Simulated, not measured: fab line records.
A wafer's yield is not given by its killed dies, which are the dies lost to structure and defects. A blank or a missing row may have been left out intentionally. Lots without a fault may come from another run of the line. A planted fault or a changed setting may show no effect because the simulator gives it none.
Which tool did it?	flow sky130	21 wafers sampled from 7 lots at 1 step of a route of 708

== WHAT THE GAUGES READ, wafer by wafer ==
SKY_VT_ADJUST_HVTR_TW_MEAS_11.
lot	measured	on	VT_ADJUST_HVTR_TW
L592	day 10 05:35	film_metro-02	209.2 207.6 207.0
L595	day 11 01:31	film_metro-02	207.5 207.6 208.4
L599	day 12 05:08	film_metro-01	209.6 209.5 210.3
L607	day 14 18:49	film_metro-02	207.3 208.1 208.0
L609	day 15 06:23	film_metro-03	211.5 210.9 212.2
L611	day 15 19:33	film_metro-01	209.2 209.7 209.2
L613	day 16 11:47	film_metro-01	210.8 210.4 211.3

== WHAT TOOL EACH LOT RAN ON (gives the tool, then ch and the chambers of the sampled wafers, and finally the start) ==
No process step before these readings appears in the record.

== THE ANSWER, worked out from the rows above alone ==
Rule: what is usual is taken from the lots themselves. Put in order of their means at a reading, lots are off if they are a third of the lots or fewer, leave a main group of 4 or more, and stand apart from it by a gap of 3 or more times the standard deviation of the main group's means; of several such gaps the widest counts. If all means in a main group match to the digits the tables above print for the reading, that group is not used. Also off: a lot with no number at a reading for which 4 or more lots have one. All remaining lots with rows at the step are treated as sound.
No lot is off at any reading shown: from this, nothing can be told.

== WHAT THE SIMULATOR HAD PUT IN ==
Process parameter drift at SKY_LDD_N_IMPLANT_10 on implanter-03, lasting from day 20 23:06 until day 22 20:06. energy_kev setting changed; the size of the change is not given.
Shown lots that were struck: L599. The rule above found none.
